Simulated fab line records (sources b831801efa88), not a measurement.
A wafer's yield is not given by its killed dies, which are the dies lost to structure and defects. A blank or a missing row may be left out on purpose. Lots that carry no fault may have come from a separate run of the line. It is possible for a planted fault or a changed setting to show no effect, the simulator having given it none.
A lot that was struck, set against a sound lot :: flow sky130 :: 19 steps out of a route of 708
Sound: these wafers, L226.1, L226.2, L226.3. Struck: wafers L229.2, L229.4, L229.5. Last of all comes the cause.
Each step with rows lists, per side, the tool, then ch with its chambers, then its first start. Under that, the readings that differ: sound wafers :: struck wafers :: difference of the means :: sigmas: that difference in standard deviations of wafers without a fault.
alike: a reading whose means differ by less than 2 such deviations, as well as words and numbers matching on both sides. not compared: withheld readings; readings where some wafer has no value; bounds like >300 that might hide an equal value; numbers whose values overlap and for which the record gives no deviation.
Wherever a step has rows on one side only, a row that says differs or no value, or a row with sigmas, the two part there. Non-overlapping numbers with no deviation appear without sigmas and do not part them. Lack of a reading on every wafer of one side parts them only where that side has two or more wafers.

first, 2 steps without rows for these wafers: SKY_GATE_OXIDE_IMPLANT_11; SKY_GATE_OXIDE_WET_ETCH_12 (etches SiO2 in dHF, target depth 16.8 nm, time 336 s).
SKY_GATE_OXIDE_STRIP_13: strips in O2/N2.
  sound on plasma_asher-01 ch 0,1, day 15 10:43; struck on plasma_asher-02 ch 0, day 16 20:47
reading: strip_time_to_endpoint_s (s)
sound: 14.48 14.48 14.44
struck: 14.40 14.39 14.37
difference: -0.08
sigmas: -2
  alike: drypump_motor_current_A, oes_product_au
  not compared: rf_hours_counter_h
SKY_GATE_OXIDE_TW_MEAS_14:
  struck on film_metro-03, day 16 20:53; sound on film_metro-03, day 15 10:49
reading: GATE_OXIDE_TW
sound: 223.9 224.1 222.6
struck: 226.4 226.4 226.5
difference: +2.9
sigmas: +3
then, 3 steps without rows for these wafers: SKY_GATE_OXIDE_CLEAN_15 (cleans in SC1/SC2, time 150 s); SKY_GATE_OXIDE_OXIDATION_16 (stabilise 600 s, purge 300 s, target thk 3.57 nm); SKY_POLY_GATE_CVD_00 (deposits poly-Si, target thk 180 nm, time 720 s).
SKY_POLY_GATE_THK_MEAS_01:
  struck on film_metro-02, day 17 00:10; sound on film_metro-01, day 15 15:49
reading: POLY_GATE_CVD_00_THK (nm)
sound: 180.1 178.4 178.5
struck: 183.3 181.5 182.7
difference: +3.5
sigmas: +2
then, 4 steps without rows for these wafers: SKY_RES_PROTECT_DEHYDRATE_00 (time 60 s); SKY_RES_PROTECT_HMDS_01 (prime time 60 s); SKY_RES_PROTECT_COAT_02 (resist thk 1140 nm); SKY_RES_PROTECT_SOFTBAKE_03 (time 60 s).
SKY_RES_PROTECT_EXPOSE_04: exposes mask RPM, target cd 1270 nm.
  sound on iline_stepper-01 ch 0, day 16 04:43; struck on iline_stepper-02 ch 0, day 17 14:17
reading: mask
sound: RPM#0 RPM#0 RPM#0
struck: TUNM#0 TUNM#0 TUNM#0
difference: differs
sigmas: 
then, 3 steps without rows for these wafers: SKY_RES_PROTECT_PEB_05; SKY_RES_PROTECT_DEVELOP_06 (develop time 60 s); SKY_POLY_GATE_IMPLANT_02.
SKY_RES_PROTECT_STRIP_07: strips in O2/N2.
  sound on plasma_asher-01 ch 0,1, day 16 19:23; struck on plasma_asher-04 ch 0,1, day 18 05:08
  alike: drypump_motor_current_A, oes_product_au, strip_time_to_endpoint_s
  not compared: rf_hours_counter_h
SKY_RES_PROTECT_TW_MEAS_08:
  struck on film_metro-02, day 18 05:15; sound on film_metro-04, day 16 19:29
reading: POLY_GATE_TW
sound: 4010 4010 4019
struck: 30 30 30
difference: -3983
sigmas: -99 or more
then, 1 step without rows for these wafers: SKY_RES_PROTECT_CLEAN_09 (cleans in SC1/SC2, time 150 s).

== WHERE THEY PART ==
Last at SKY_RES_PROTECT_TW_MEAS_08 as far as this record goes, first at SKY_GATE_OXIDE_STRIP_13.

WHY: the cause the simulator had injected
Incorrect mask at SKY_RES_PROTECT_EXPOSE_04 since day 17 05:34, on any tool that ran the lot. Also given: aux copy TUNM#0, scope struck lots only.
